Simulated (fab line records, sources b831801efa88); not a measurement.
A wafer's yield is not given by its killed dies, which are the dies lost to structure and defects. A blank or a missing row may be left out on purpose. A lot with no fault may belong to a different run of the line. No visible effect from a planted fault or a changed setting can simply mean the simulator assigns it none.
A struck lot beside a sound one | flow sky130 | 43 steps out of a route of 708
Sound: wafers L593.3, L593.4, L593.5. The struck wafers were L597.1, L597.3, L597.5. At the end, the cause is stated.
At each step with rows: each side's tool, then ch and its chambers, then its first start. Under that, the readings that differ: sound wafers | struck wafers | difference of the means | sigmas: that difference in standard deviations of wafers without a fault.
alike: a reading whose means differ by less than 2 such deviations, as well as words and numbers matching on both sides. not compared: withheld readings; readings where some wafer has no value; bounds like >300 that might hide an equal value; numbers whose values overlap and for which the record gives no deviation.
The two part at a step that has a row with sigmas, a row that says differs or no value, or rows on one side only. Numbers that have no deviation but don't overlap get no sigmas and don't part them. A reading that every wafer of one side lacks parts them only if that side has two wafers or more.

SKY_LDD_HVN_OVL_MEAS_07:
  struck on overlay-01, day 25 05:32; sound on overlay-01, day 23 18:50
  alike: LDD_HVN_OVL
after that, 1 step had no rows for these wafers: SKY_LDD_HVN_IMPLANT_08.
SKY_LDD_HVN_STRIP_09: strips in O2/N2.
  sound on plasma_asher-03 ch 0,1, day 23 19:03; struck on plasma_asher-04 ch 1, day 25 05:43
  alike: drypump_motor_current_A, oes_product_au, strip_time_to_endpoint_s
  not compared: rf_hours_counter_h
SKY_LDD_HVN_TW_MEAS_10:
  struck on film_metro-01, day 25 05:49; sound on film_metro-01, day 23 19:08
  alike: LDD_HVN_TW
then, 7 steps without rows for these wafers: SKY_LDD_HVP_DEHYDRATE_00 (time 60 s); SKY_LDD_HVP_HMDS_01 (prime time 60 s); SKY_LDD_HVP_COAT_02 (resist thk 300 nm); SKY_LDD_HVP_SOFTBAKE_03 (time 60 s); SKY_LDD_HVP_EXPOSE_04 (exposes mask HVPTM, target cd 700 nm); SKY_LDD_HVP_PEB_05; SKY_LDD_HVP_DEVELOP_06 (develop time 60 s).
SKY_LDD_HVP_OVL_MEAS_07:
  struck on overlay-01, day 26 10:17; sound on overlay-02, day 25 00:47
  alike: LDD_HVP_OVL
SKY_LDD_HVP_IMPLANT_08:
  sound on implanter-04 ch 0, day 25 00:52; struck on implanter-03 ch 0, day 26 10:19
SKY_LDD_HVP_STRIP_09: strips in O2/N2.
  sound on plasma_asher-02 ch 0,1, day 25 01:00; struck on plasma_asher-02 ch 0,1, day 26 10:28
  alike: drypump_motor_current_A, oes_product_au, strip_time_to_endpoint_s
  not compared: rf_hours_counter_h
SKY_LDD_HVP_TW_MEAS_10:
  struck on film_metro-01, day 26 10:34; sound on film_metro-01, day 25 01:05
  alike: LDD_HVP_TW
then, 7 steps without rows for these wafers: SKY_LDD_LDN_DEHYDRATE_00 (time 60 s); SKY_LDD_LDN_HMDS_01 (prime time 60 s); SKY_LDD_LDN_COAT_02 (resist thk 1140 nm); SKY_LDD_LDN_SOFTBAKE_03 (time 60 s); SKY_LDD_LDN_EXPOSE_04 (exposes mask LDNTM, target cd 700 nm); SKY_LDD_LDN_PEB_05; SKY_LDD_LDN_DEVELOP_06 (develop time 60 s).
SKY_LDD_LDN_OVL_MEAS_07:
  struck on overlay-02, day 27 15:44; sound on overlay-01, day 26 05:57
  alike: LDD_LDN_OVL
then, 4 steps without rows for these wafers: SKY_LDD_LDN_IMPLANT_08; SKY_LDD_LDN_IMPLANT_09; SKY_LDD_LDN_IMPLANT_10; SKY_LDD_LDN_IMPLANT_11.
SKY_LDD_LDN_STRIP_12: strips in O2/N2.
  sound on plasma_asher-03 ch 0,1, day 26 06:37; struck on plasma_asher-02 ch 1, day 27 16:23
  alike: drypump_motor_current_A, oes_product_au, strip_time_to_endpoint_s
  not compared: rf_hours_counter_h
SKY_LDD_LDN_TW_MEAS_13:
  struck on film_metro-02, day 27 16:29; sound on film_metro-02, day 26 06:42
  alike: LDD_LDN_TW
then, 2 steps without rows for these wafers: SKY_LDD_LDN_CLEAN_14 (cleans in SC1/SC2, time 150 s); SKY_SPACER_CVD_00 (deposits Si3N4 from DCS/NH3, target thk 43.1 nm, time 740 s).
SKY_SPACER_THK_MEAS_01:
  struck on film_metro-01, day 27 22:52; sound on film_metro-01, day 26 08:33
  reading                | sound          | struck         | difference | sigmas
  SPACER_CVD_00_THK (nm) | 43.5 43.4 43.3 | 42.3 42.2 42.2 | -1.2       | -2
SKY_SPACER_ETCHBACK_02: etches Si3N4 in CH3F/O2, stops on SiO2, time 46.7 s, target depth 45 nm.
  sound on rie_diel-03 ch 1,2, day 26 08:35; struck on rie_diel-02 ch 2,3, day 27 22:55
  alike: drypump_motor_current_A, oes_product_au, rf_fwd_power_W, throttle_valve_pct
  not compared: rf_hours_counter_h
then, 8 steps without rows for these wafers: SKY_POLY_CUT_DEHYDRATE_00 (time 60 s); SKY_POLY_CUT_HMDS_01 (prime time 60 s); SKY_POLY_CUT_COAT_02 (resist thk 60 nm); SKY_POLY_CUT_COAT_03 (resist thk 450 nm); SKY_POLY_CUT_SOFTBAKE_04 (time 90 s); SKY_POLY_CUT_EXPOSE_05 (exposes mask NPCM, target cd 270 nm); SKY_POLY_CUT_PEB_06; SKY_POLY_CUT_DEVELOP_07 (develop time 60 s).
SKY_POLY_CUT_CD_MEAS_08 targets a cd of 270 nm.
  struck on cd_sem-01, day 29 02:35; sound on cd_sem-01, day 27 13:07
  alike: cd_nm
-- record jumps: 20 days separate the struck wafers' starts on either side; left off in module POLY_CUT, taken up again in module PAD_OPEN, whose first shown step is the route's number 708 --
SKY_PAD_OPEN_PROBE_99:
  struck on prober-02, day 48 23:22; sound on prober-02, day 47 23:23
  reading                              | sound           | struck          | difference | sigmas
  model.etest.tip_p_5v.rs_ohm_sq_range | 78.78 40.5 74.3 | 256.6 246 314.1 | +207.7     |
  alike: killed_at_M0_to_M3, killed_at_M4_up, killed_at_contacts, killed_at_front_end, killed_at_other, killed_dies, killed_open, killed_short

== WHERE THEY PART ==
Only at SKY_SPACER_THK_MEAS_01, within this record. Later steps at which nothing parts them and some readings are alike: SKY_SPACER_ETCHBACK_02, SKY_POLY_CUT_CD_MEAS_08, SKY_PAD_OPEN_PROBE_99.

WHY: the cause the simulator had injected
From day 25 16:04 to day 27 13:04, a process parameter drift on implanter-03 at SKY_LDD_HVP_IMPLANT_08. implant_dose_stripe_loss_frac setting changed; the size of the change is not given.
